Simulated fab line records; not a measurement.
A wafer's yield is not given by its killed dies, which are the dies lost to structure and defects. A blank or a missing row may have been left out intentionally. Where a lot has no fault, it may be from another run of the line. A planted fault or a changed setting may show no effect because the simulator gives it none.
A lot that was struck, set against a sound lot / flow sky130 / 16 steps out of a route of 708
Sound: these wafers, L912.1, L912.2, L912.6. Struck: wafer L921.1. (L921.2 of the same lot was not struck and is left out.) The cause comes at the end.
Each step with rows lists, per side, the tool, then ch with its chambers, then its first start. Under that, the readings that differ: sound wafers / struck wafers / difference of the means / sigmas: that difference in standard deviations of wafers without a fault.
alike: a reading whose means differ by less than 2 such deviations, as well as words and numbers matching on both sides. not compared: withheld readings; readings where some wafer has no value; bounds like >300 that might hide an equal value; numbers whose values overlap and for which the record gives no deviation.
Wherever a step has rows on one side only, a row that says differs or no value, or a row with sigmas, the two part there. Non-overlapping numbers with no deviation appear without sigmas and do not part them. A reading missing from all wafers of one side parts the sides only when that side holds two or more wafers.

first, 2 steps without rows for these wafers: SKY_METAL4_PEB_11; SKY_METAL4_DEVELOP_12 (develop time 60 s).
SKY_METAL4_CD_MEAS_13: the cd target is 300 nm.
  sound: cd_sem-02 at day 43 14:38; struck: cd_sem-01 at day 45 16:23
  alike: cd_nm
SKY_METAL4_OVL_MEAS_14:
  sound: overlay-01 at day 43 14:46; struck: overlay-02 at day 45 16:31
reading=METAL4_OVL (nm); sound=-3 -10 -8; struck=5; difference=+12; sigmas=+2
SKY_METAL4_DESCUM_15: chemistry O2, time 8 s.
  sound on rie_metal-04 ch 0,1, day 43 14:48; struck on rie_metal-01 ch 0, day 45 16:33
  alike: drypump_motor_current_A, oes_product_au
  not compared: rf_hours_counter_h
SKY_METAL4_ETCH_16: etches BARC in N2/H2, stops on SiO2, time 88.2 s, target depth 60 nm.
  sound on rie_metal-04 ch 0,1, day 43 14:50; struck on rie_metal-01 ch 0, day 45 16:35
  alike: drypump_motor_current_A, oes_product_au, throttle_valve_pct
  not compared: rf_hours_counter_h
SKY_METAL4_ETCH_17: etches SiO2 in C4F8/O2/Ar, stops on TiN, time 3.9 s, target depth 15 nm.
  sound on rie_diel-04 ch 1,2,3, day 43 14:56; struck on rie_diel-01 ch 1, day 45 16:41
reading=oes_product_au (a.u.); sound=0.762 0.759 0.767; struck=0.748; difference=-0.015; sigmas=-2
  not compared: rf_hours_counter_h
SKY_METAL4_METAL_ETCH_18: etches the open film in Cl2/BCl3, stops on SiO2, target depth 845 nm, time 183.1 s.
  sound on rie_metal-02 ch 0, day 43 14:57; struck on rie_metal-04 ch 1, day 45 16:42
  alike: drypump_motor_current_A, oes_product_au, throttle_valve_pct
  not compared: rf_hours_counter_h
SKY_METAL4_STRIP_19: strips in O2/N2.
  sound on plasma_asher-02 ch 0,1, day 43 15:18; struck on plasma_asher-01 ch 1, day 45 16:53
reading=drypump_motor_current_A (A); sound=6.4 6.3 6.4; struck=5.4; difference=-1.0; sigmas=-2
  alike: oes_product_au, strip_time_to_endpoint_s
  not compared: rf_hours_counter_h
then, 3 steps without rows for these wafers: SKY_METAL4_STRIP_20 (strips in post etch residue remover, time 1200 s); SKY_METAL4_CLEAN_21 (cleans in IPA, time 180 s); SKY_METAL4_CLEAN_22 (cleans in O3/DIW).
SKY_VIA4_HDPCVD_00: deposits SiO2, target thk 1750 nm, time 291.7 s.
  sound on hdpcvd-02 ch 1,2, day 43 15:56; struck on hdpcvd-02 ch 2, day 45 17:28
reading=model.SiO2_of_VIA4_HDPCVD_00.thk_nm (nm); sound=1795 1774 1777; struck=1411; difference=-371; sigmas=
  alike: sih4_flow_sccm
SKY_VIA4_THK_MEAS_01:
  sound: film_metro-01 at day 43 16:07; struck: film_metro-02 at day 45 17:39
reading=VIA4_HDPCVD_THK (nm); sound=1793 1773 1776; struck=1413; difference=-368; sigmas=-10
then, 2 steps without rows for these wafers: SKY_VIA4_CMP_02 (polishes SiO2); SKY_PAD_OPEN_PROBE_99.

== WHERE THEY PART ==
Last at SKY_VIA4_THK_MEAS_01 as far as this record goes, first at SKY_METAL4_OVL_MEAS_14.

WHY: what the simulator had put in
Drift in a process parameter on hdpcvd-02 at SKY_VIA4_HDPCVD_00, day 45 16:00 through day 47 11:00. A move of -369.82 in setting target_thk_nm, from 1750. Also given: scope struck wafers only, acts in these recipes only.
